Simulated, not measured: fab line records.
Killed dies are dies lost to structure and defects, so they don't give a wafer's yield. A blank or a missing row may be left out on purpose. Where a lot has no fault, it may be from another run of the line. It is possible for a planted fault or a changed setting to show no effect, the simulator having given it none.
Lot-split experiment :: flow gf180mcu :: 23 wafers read across 5 lots, on a route 602 steps long

## THE SPLIT
At GF_MIM_SPUTTER_03 (material Ti, target thk 10 nm, time 6.7 s), the setting powerW was moved away from the recipe's 3000 W on 9 of the 23 wafers read, by -10.2% to +11.4%. For the rest of the wafers, this setting stayed at what the recipe calls for.

The reading comes from the split's own step.

## THE READING
Ti_of_MIM_SPUTTER_03.thkNm (the simulator's own value, which no gauge read), in nm, at GF_MIM_SPUTTER_03 (material Ti, target thk 10 nm, time 6.7 s). The file does not state a usual value for it. Across the 14 wafers here that went through the recipe, the average is 9.935 nm and the standard deviation 0.089 nm.

wafer: L074.3
tool, chamber at the split: pvdSputter-04, -
powerW as run, W: 3000
against the recipe: recipe
Ti_of_MIM_SPUTTER_03.thkNm, nm: 9.82
against lot-mates on the recipe: -

wafer: L074.4
tool, chamber at the split: pvdSputter-04, -
powerW as run, W: 3000
against the recipe: recipe
Ti_of_MIM_SPUTTER_03.thkNm, nm: 9.94
against lot-mates on the recipe: -

wafer: L074.5
tool, chamber at the split: pvdSputter-04, -
powerW as run, W: 3000
against the recipe: recipe
Ti_of_MIM_SPUTTER_03.thkNm, nm: 9.88
against lot-mates on the recipe: -

wafer: L079.1
tool, chamber at the split: pvdSputter-04, -
powerW as run, W: 2693
against the recipe: -10.2%
Ti_of_MIM_SPUTTER_03.thkNm, nm: 8.908
against lot-mates on the recipe: -1.187

wafer: L079.3
tool, chamber at the split: pvdSputter-04, -
powerW as run, W: 3000
against the recipe: recipe
Ti_of_MIM_SPUTTER_03.thkNm, nm: 10.1
against lot-mates on the recipe: -

wafer: L079.4
tool, chamber at the split: pvdSputter-04, -
powerW as run, W: 2693
against the recipe: -10.2%
Ti_of_MIM_SPUTTER_03.thkNm, nm: 9.147
against lot-mates on the recipe: -0.948

wafer: L079.5
tool, chamber at the split: pvdSputter-04, -
powerW as run, W: 2693
against the recipe: -10.2%
Ti_of_MIM_SPUTTER_03.thkNm, nm: 9.12
against lot-mates on the recipe: -0.975

wafer: L079.6
tool, chamber at the split: pvdSputter-04, -
powerW as run, W: 3000
against the recipe: recipe
Ti_of_MIM_SPUTTER_03.thkNm, nm: 10.09
against lot-mates on the recipe: -

wafer: L080.1
tool, chamber at the split: pvdSputter-03, -
powerW as run, W: 3000
against the recipe: recipe
Ti_of_MIM_SPUTTER_03.thkNm, nm: 9.987
against lot-mates on the recipe: -

wafer: L080.2
tool, chamber at the split: pvdSputter-03, -
powerW as run, W: 3000
against the recipe: recipe
Ti_of_MIM_SPUTTER_03.thkNm, nm: 9.921
against lot-mates on the recipe: -

wafer: L080.3
tool, chamber at the split: pvdSputter-03, -
powerW as run, W: 2892
against the recipe: -3.6%
Ti_of_MIM_SPUTTER_03.thkNm, nm: 9.695
against lot-mates on the recipe: -0.259

wafer: L080.5
tool, chamber at the split: pvdSputter-03, -
powerW as run, W: 2892
against the recipe: -3.6%
Ti_of_MIM_SPUTTER_03.thkNm, nm: 9.567
against lot-mates on the recipe: -0.387

wafer: L080.6
tool, chamber at the split: pvdSputter-03, -
powerW as run, W: 2892
against the recipe: -3.6%
Ti_of_MIM_SPUTTER_03.thkNm, nm: 9.674
against lot-mates on the recipe: -0.280

wafer: L081.1
tool, chamber at the split: pvdSputter-01, -
powerW as run, W: 3000
against the recipe: recipe
Ti_of_MIM_SPUTTER_03.thkNm, nm: 9.882
against lot-mates on the recipe: -

wafer: L081.3
tool, chamber at the split: pvdSputter-01, -
powerW as run, W: 3000
against the recipe: recipe
Ti_of_MIM_SPUTTER_03.thkNm, nm: 10.04
against lot-mates on the recipe: -

wafer: L081.4
tool, chamber at the split: pvdSputter-01, -
powerW as run, W: 3000
against the recipe: recipe
Ti_of_MIM_SPUTTER_03.thkNm, nm: 9.903
against lot-mates on the recipe: -

wafer: L081.5
tool, chamber at the split: pvdSputter-01, -
powerW as run, W: 3000
against the recipe: recipe
Ti_of_MIM_SPUTTER_03.thkNm, nm: 9.99
against lot-mates on the recipe: -

wafer: L081.6
tool, chamber at the split: pvdSputter-01, -
powerW as run, W: 3000
against the recipe: recipe
Ti_of_MIM_SPUTTER_03.thkNm, nm: 9.85
against lot-mates on the recipe: -

wafer: L082.2
tool, chamber at the split: pvdSputter-01, -
powerW as run, W: 3343
against the recipe: +11.4%
Ti_of_MIM_SPUTTER_03.thkNm, nm: 10.98
against lot-mates on the recipe: +1.135

wafer: L082.3
tool, chamber at the split: pvdSputter-01, -
powerW as run, W: 3343
against the recipe: +11.4%
Ti_of_MIM_SPUTTER_03.thkNm, nm: 10.85
against lot-mates on the recipe: +1.005

wafer: L082.4
tool, chamber at the split: pvdSputter-01, -
powerW as run, W: 3000
against the recipe: recipe
Ti_of_MIM_SPUTTER_03.thkNm, nm: 9.846
against lot-mates on the recipe: -

wafer: L082.5
tool, chamber at the split: pvdSputter-01, -
powerW as run, W: 3000
against the recipe: recipe
Ti_of_MIM_SPUTTER_03.thkNm, nm: 9.844
against lot-mates on the recipe: -

wafer: L082.6
tool, chamber at the split: pvdSputter-01, -
powerW as run, W: 3343
against the recipe: +11.4%
Ti_of_MIM_SPUTTER_03.thkNm, nm: 11
against lot-mates on the recipe: +1.155

FIT RESULTS
A straight line over all 23 wafers: Ti_of_MIM_SPUTTER_03.thkNm changes by +0.0868 nm for each +1% of powerW; r = +0.99; the points scatter about the line by 0.09 nm.
The same after taking each lot's own level away (the mean of its wafers on the recipe; 23 wafers): +0.0977 nm for each +1%; r = +0.99; scatter 0.07 nm.
According to that fit, moving powerW by its largest amount changes the reading by 1.1 nm.
Across the lots, their own levels run from 9.8450 to 10.0950 nm, a range of 2.8 times the standard deviation given above.
So the lot-to-lot level changes the slope: the two fits differ.
Check: with one of the wafers moved furthest among these (+11.4%) left out of the fit, the line predicts +1.11 nm for it against its lot-mates. It came out at +1.14 nm against them.

## ADDITIONAL SPLITS CARRIED BY THESE WAFERS
These wafers also went through other splits before the reading. Each is held against what the fit with the lots' levels taken away leaves over:
other split on the same wafers: GF_M3_SPUTTER_00 timeS
wafers away from the commonest value: 7
r with Ti_of_MIM_SPUTTER_03.thkNm (lot level and that fit taken away): -0.09

other split on the same wafers: GF_V3_CVD_00 sih4FlowSccm
wafers away from the commonest value: 4
r with Ti_of_MIM_SPUTTER_03.thkNm (lot level and that fit taken away): -0.56

other split on the same wafers: GF_V3_PEB_12 pebTempC
wafers away from the commonest value: 11
r with Ti_of_MIM_SPUTTER_03.thkNm (lot level and that fit taken away): -0.05

other split on the same wafers: GF_V3_CVD_23 tempC
wafers away from the commonest value: 9
r with Ti_of_MIM_SPUTTER_03.thkNm (lot level and that fit taken away): -0.12

other split on the same wafers: GF_M4_SPUTTER_04 chamberPressurePa
wafers away from the commonest value: 15
r with Ti_of_MIM_SPUTTER_03.thkNm (lot level and that fit taken away): -0.12

other split on the same wafers: GF_V4_CMP_04 leaveAboveRefNm
wafers away from the commonest value: 8
r with Ti_of_MIM_SPUTTER_03.thkNm (lot level and that fit taken away): -0.31

other split on the same wafers: GF_V4_PEB_12 pebTempC
wafers away from the commonest value: 10
r with Ti_of_MIM_SPUTTER_03.thkNm (lot level and that fit taken away): -0.21

other split on the same wafers: GF_V4_SPUTTER_22 chamberPressurePa
wafers away from the commonest value: 15
r with Ti_of_MIM_SPUTTER_03.thkNm (lot level and that fit taken away): -0.18

## FILE'S OWN FIT
Ti_of_MIM_SPUTTER_03.thkNm changes by +0.0976 nm for each +1% of powerW, r = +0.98.
